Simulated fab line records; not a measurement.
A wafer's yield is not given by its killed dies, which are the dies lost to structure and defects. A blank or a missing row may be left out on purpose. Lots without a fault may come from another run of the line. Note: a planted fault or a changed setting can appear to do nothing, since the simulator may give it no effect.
Which tool is to blame? :: flow gf180mcu :: Sampling: 14 lots, 42 wafers, 4 of 602 route steps

== WHAT THE GAUGES SHOWED, per wafer ==
GF_TOP_METAL_OVL_MEAS_15. Usual: TOP_METAL_OVL typically reads -0.7 nm, with standard deviation 1.3.
lot: L116
measured: day 28 00:43
on: overlay-02
TOP_METAL_OVL (nm): -0.9 0.8 -1.6
flag: 

lot: L119
measured: day 28 19:40
on: overlay-02
TOP_METAL_OVL (nm): 1.0 0.2 0.7
flag: 

lot: L120
measured: day 29 06:07
on: overlay-01
TOP_METAL_OVL (nm): -1.9 -2.3 -1.0
flag: 

lot: L121
measured: day 29 20:50
on: overlay-01
TOP_METAL_OVL (nm): -3.0 -1.3 -2.4
flag: 

lot: L130
measured: day 32 08:17
on: overlay-01
TOP_METAL_OVL (nm): -3.4 -3.1 -1.7
flag: 

lot: L131
measured: day 32 16:58
on: overlay-01
TOP_METAL_OVL (nm): -1.4 -0.1 -1.9
flag: 

lot: L132
measured: day 32 19:00
on: overlay-02
TOP_METAL_OVL (nm): 0.3 -1.3 -0.4
flag: 

lot: L133
measured: day 33 03:08
on: overlay-02
TOP_METAL_OVL (nm): -1.5 -1.1 -0.7
flag: 

lot: L134
measured: day 33 06:46
on: overlay-02
TOP_METAL_OVL (nm): -3.7 -2.7 -2.7
flag: 

lot: L135
measured: day 33 08:25
on: overlay-01
TOP_METAL_OVL (nm): -1.6 0.6 -2.3
flag: 

lot: L136
measured: day 33 14:00
on: overlay-02
TOP_METAL_OVL (nm): 0.6 -0.5 0.1
flag: 

lot: L138
measured: day 34 00:19
on: overlay-02
TOP_METAL_OVL (nm): -1.1 -1.2 -0.4
flag: 

== TOOL THAT RAN EACH LOT (tool first, then ch and the chambers of the sampled wafers, then the start) ==
lot: L116
GF_M3_METAL_ETCH_16: rie-metal-01 ch 0,1, day 21 06:29
GF_V3_CMP_04: cmp-01 ch 0,2,3, day 21 07:33
GF_V5_PEB_12: litho-track-02 ch 0, day 27 02:35

lot: L119
GF_M3_METAL_ETCH_16: rie-metal-01 ch 0,1, day 22 05:38
GF_V3_CMP_04: cmp-01 ch 0,1,3, day 22 06:36
GF_V5_PEB_12: litho-track-04 ch 0, day 27 21:40

lot: L120
GF_M3_METAL_ETCH_16: rie-metal-01 ch 0,1, day 22 16:28
GF_V3_CMP_04: cmp-01 ch 1,2,3, day 22 17:22
GF_V5_PEB_12: litho-track-01 ch 0, day 28 07:59

lot: L121
GF_M3_METAL_ETCH_16: rie-metal-03 ch 0,1, day 23 09:26
GF_V3_CMP_04: cmp-01 ch 0,1, day 23 10:18
GF_V5_PEB_12: litho-track-04 ch 0, day 28 23:40

lot: L122
GF_M3_METAL_ETCH_16: rie-metal-01 ch 0,1, day 23 16:12
GF_V3_CMP_04: cmp-01 ch 0,1,3, day 23 17:13
GF_V5_PEB_12: litho-track-02, day 29 06:05

lot: L123
GF_M3_METAL_ETCH_16: rie-metal-02 ch 0, day 24 02:23
GF_V3_CMP_04: cmp-02 ch 0,3, day 24 03:20
GF_V5_PEB_12: litho-track-04, day 29 11:32

lot: L130
GF_M3_METAL_ETCH_16: rie-metal-01 ch 0, day 26 12:14
GF_V3_CMP_04: cmp-02 ch 0,2,3, day 26 13:23
GF_V5_PEB_12: litho-track-04 ch 0, day 31 13:11

lot: L131
GF_M3_METAL_ETCH_16: rie-metal-02 ch 0,1, day 26 22:13
GF_V3_CMP_04: cmp-02 ch 0,2,3, day 26 23:11
GF_V5_PEB_12: litho-track-04 ch 0, day 31 22:03

lot: L132
GF_M3_METAL_ETCH_16: rie-metal-03 ch 0,1, day 27 00:47
GF_V3_CMP_04: cmp-01 ch 0,1,3, day 27 01:43
GF_V5_PEB_12: litho-track-01 ch 0, day 32 00:06

lot: L133
GF_M3_METAL_ETCH_16: rie-metal-01 ch 1, day 27 11:11
GF_V3_CMP_04: cmp-01 ch 0,2,3, day 27 12:10
GF_V5_PEB_12: litho-track-04 ch 0, day 32 08:31

lot: L134
GF_M3_METAL_ETCH_16: rie-metal-02 ch 0,1, day 27 15:29
GF_V3_CMP_04: cmp-02 ch 0,2,3, day 27 16:27
GF_V5_PEB_12: litho-track-01 ch 0, day 32 12:27

lot: L135
GF_M3_METAL_ETCH_16: rie-metal-02 ch 0,1, day 27 17:38
GF_V3_CMP_04: cmp-01 ch 0,1,3, day 27 18:36
GF_V5_PEB_12: litho-track-02 ch 0, day 32 14:03

lot: L136
GF_M3_METAL_ETCH_16: rie-metal-01 ch 1, day 27 23:59
GF_V3_CMP_04: cmp-02 ch 0,2,3, day 28 01:06
GF_V5_PEB_12: litho-track-01 ch 0, day 32 19:39

lot: L138
GF_M3_METAL_ETCH_16: rie-metal-03 ch 1, day 28 13:11
GF_V3_CMP_04: cmp-02 ch 0,1, day 28 14:08
GF_V5_PEB_12: litho-track-01 ch 0, day 33 06:43
- GF_M3_METAL_ETCH_16: etches the open film in Cl2/BCl3, stops on SiO2, target depth 627.5 nm, time 104.6 s.
- GF_V3_CMP_04: polishes SiO2.
- GF_V5_PEB_12: peb time 90 s.

== AS READ BY THE TOOLS THEMSELVES (means over the sampled wafers that have a number; for cases with no such wafer, the mark the record gives instead) ==
GF_M3_METAL_ETCH_16. Usual: bias-w 140.0 W, standard deviation 0.43; drypump-motor-current-A 5.7 A, standard deviation 0.53; oes-product-au 0.974 a.u., standard deviation 0.0069; throttle-valve-pct 28.247 %, standard deviation 0.01.
lot: L116
tool: rie-metal-01
bias-w (W): 140.0
drypump-motor-current-A (A): 6.3
oes-product-au (a.u.): 0.971
throttle-valve-pct (%): 28.251
flag: 

lot: L119
tool: rie-metal-01
bias-w (W): 139.8
drypump-motor-current-A (A): 6.3
oes-product-au (a.u.): 0.964
throttle-valve-pct (%): 28.244
flag: 

lot: L120
tool: rie-metal-01
bias-w (W): 139.8
drypump-motor-current-A (A): 6.3
oes-product-au (a.u.): 0.975
throttle-valve-pct (%): 28.251
flag: 

lot: L121
tool: rie-metal-03
bias-w (W): 139.9
drypump-motor-current-A (A): 5.8
oes-product-au (a.u.): 0.964
throttle-valve-pct (%): 28.258
flag: 

lot: L122
tool: rie-metal-01
bias-w (W): 140.3
drypump-motor-current-A (A): 6.2
oes-product-au (a.u.): 0.975
throttle-valve-pct (%): 28.248
flag: 

lot: L123
tool: rie-metal-02
bias-w (W): 140.3
drypump-motor-current-A (A): 5.0
oes-product-au (a.u.): 0.979
throttle-valve-pct (%): 28.241
flag: 

lot: L130
tool: rie-metal-01
bias-w (W): 139.8
drypump-motor-current-A (A): 6.1
oes-product-au (a.u.): 0.977
throttle-valve-pct (%): 28.245
flag: 

lot: L131
tool: rie-metal-02
bias-w (W): 139.8
drypump-motor-current-A (A): 5.0
oes-product-au (a.u.): 0.977
throttle-valve-pct (%): 28.252
flag: 

lot: L132
tool: rie-metal-03
bias-w (W): 139.8
drypump-motor-current-A (A): 5.8
oes-product-au (a.u.): 0.973
throttle-valve-pct (%): 28.249
flag: 

lot: L133
tool: rie-metal-01
bias-w (W): 139.4
drypump-motor-current-A (A): 6.4
oes-product-au (a.u.): 0.974
throttle-valve-pct (%): 28.245
flag: 

lot: L134
tool: rie-metal-02
bias-w (W): 139.9
drypump-motor-current-A (A): 5.0
oes-product-au (a.u.): 0.971
throttle-valve-pct (%): 28.237
flag: 

lot: L135
tool: rie-metal-02
bias-w (W): 139.8
drypump-motor-current-A (A): 5.0
oes-product-au (a.u.): 0.973
throttle-valve-pct (%): 28.246
flag: 

lot: L136
tool: rie-metal-01
bias-w (W): 139.6
drypump-motor-current-A (A): 6.4
oes-product-au (a.u.): 0.984
throttle-valve-pct (%): 28.236
flag: 

lot: L138
tool: rie-metal-03
bias-w (W): 140.7
drypump-motor-current-A (A): 5.8
oes-product-au (a.u.): 0.968
throttle-valve-pct (%): 28.256
flag: 

GF_V3_CMP_04. Usual: motor-current-A 11.9 A, standard deviation 1.4; time-to-endpoint-s 83 s, standard deviation 5.2.
lot: L116
tool: cmp-01
motor-current-A (A): 12.5
time-to-endpoint-s (s): 82
flag: 

lot: L119
tool: cmp-01
motor-current-A (A): 12.1
time-to-endpoint-s (s): 86
flag: 

lot: L120
tool: cmp-01
motor-current-A (A): 11.9
time-to-endpoint-s (s): 79
flag: 

lot: L121
tool: cmp-01
motor-current-A (A): 12.3
time-to-endpoint-s (s): 88
flag: 

lot: L122
tool: cmp-01
motor-current-A (A): 11.9
time-to-endpoint-s (s): 89
flag: 

lot: L123
tool: cmp-02
motor-current-A (A): 13.0
time-to-endpoint-s (s): 85
flag: 

lot: L130
tool: cmp-02
motor-current-A (A): 11.9
time-to-endpoint-s (s): 82
flag: 

lot: L131
tool: cmp-02
motor-current-A (A): 11.7
time-to-endpoint-s (s): 85
flag: 

lot: L132
tool: cmp-01
motor-current-A (A): 12.4
time-to-endpoint-s (s): 79
flag: 

lot: L133
tool: cmp-01
motor-current-A (A): 12.2
time-to-endpoint-s (s): 88
flag: 

lot: L134
tool: cmp-02
motor-current-A (A): 11.7
time-to-endpoint-s (s): 88
flag: 

lot: L135
tool: cmp-01
motor-current-A (A): 11.8
time-to-endpoint-s (s): 87
flag: 

lot: L136
tool: cmp-02
motor-current-A (A): 11.9
time-to-endpoint-s (s): 81
flag: 

lot: L138
tool: cmp-02
motor-current-A (A): 12.8
time-to-endpoint-s (s): 76
flag: 

GF_V5_PEB_12. Usual: chill-plate-temp-C 22.99 C, standard deviation 0.11; exhaust-pa 45.0 Pa, standard deviation 0.84.
lot: L116
tool: litho-track-02
chill-plate-temp-C (C): 22.97
exhaust-pa (Pa): 45.8
flag: 

lot: L119
tool: litho-track-04
chill-plate-temp-C (C): 23.11
exhaust-pa (Pa): 45.9
flag: 

lot: L120
tool: litho-track-01
chill-plate-temp-C (C): 22.76
exhaust-pa (Pa): 44.6
flag: 

lot: L121
tool: litho-track-04
chill-plate-temp-C (C): 23.04
exhaust-pa (Pa): 43.8
flag: 

lot: L122
tool: litho-track-02
chill-plate-temp-C (C): -
exhaust-pa (Pa): -
flag: OFF

lot: L123
tool: litho-track-04
chill-plate-temp-C (C): -
exhaust-pa (Pa): -
flag: OFF

lot: L130
tool: litho-track-04
chill-plate-temp-C (C): 23.04
exhaust-pa (Pa): 44.8
flag: 

lot: L131
tool: litho-track-04
chill-plate-temp-C (C): 23.08
exhaust-pa (Pa): 44.1
flag: 

lot: L132
tool: litho-track-01
chill-plate-temp-C (C): 23.01
exhaust-pa (Pa): 45.5
flag: 

lot: L133
tool: litho-track-04
chill-plate-temp-C (C): 22.81
exhaust-pa (Pa): 45.3
flag: 

lot: L134
tool: litho-track-01
chill-plate-temp-C (C): 23.07
exhaust-pa (Pa): 45.7
flag: 

lot: L135
tool: litho-track-02
chill-plate-temp-C (C): 23.01
exhaust-pa (Pa): 45.1
flag: 

lot: L136
tool: litho-track-01
chill-plate-temp-C (C): 22.98
exhaust-pa (Pa): 45.4
flag: 

lot: L138
tool: litho-track-01
chill-plate-temp-C (C): 23.01
exhaust-pa (Pa): 45.5
flag: 

== THE ANSWER, worked out from the rows above alone ==
Rule: take the mean of a lot's wafers that have a number; if it is more than 3 standard deviations from the usual mean, the lot is off. Also off: a lot with no number at a reading for which 4 or more lots have one. Where the step has rows for the other lots, those lots are counted as sound. After the gauges, taken in route order, come the tools' own readings; for these a lot's mean is taken, as printed above. The first step at which some lot is off is used, and at that step the reading that is off furthest; a lot without a number counts as furthest.
Off: L122, L123, at GF_V5_PEB_12 (chill-plate-temp-C). Without a number there: L122, L123.
A tool fits if, at that step or a process step before it, it ran every lot that is off, and no sound lot after the first of them. Of those tried, none fits.

== WHAT THE SIMULATOR HAD PUT IN ==
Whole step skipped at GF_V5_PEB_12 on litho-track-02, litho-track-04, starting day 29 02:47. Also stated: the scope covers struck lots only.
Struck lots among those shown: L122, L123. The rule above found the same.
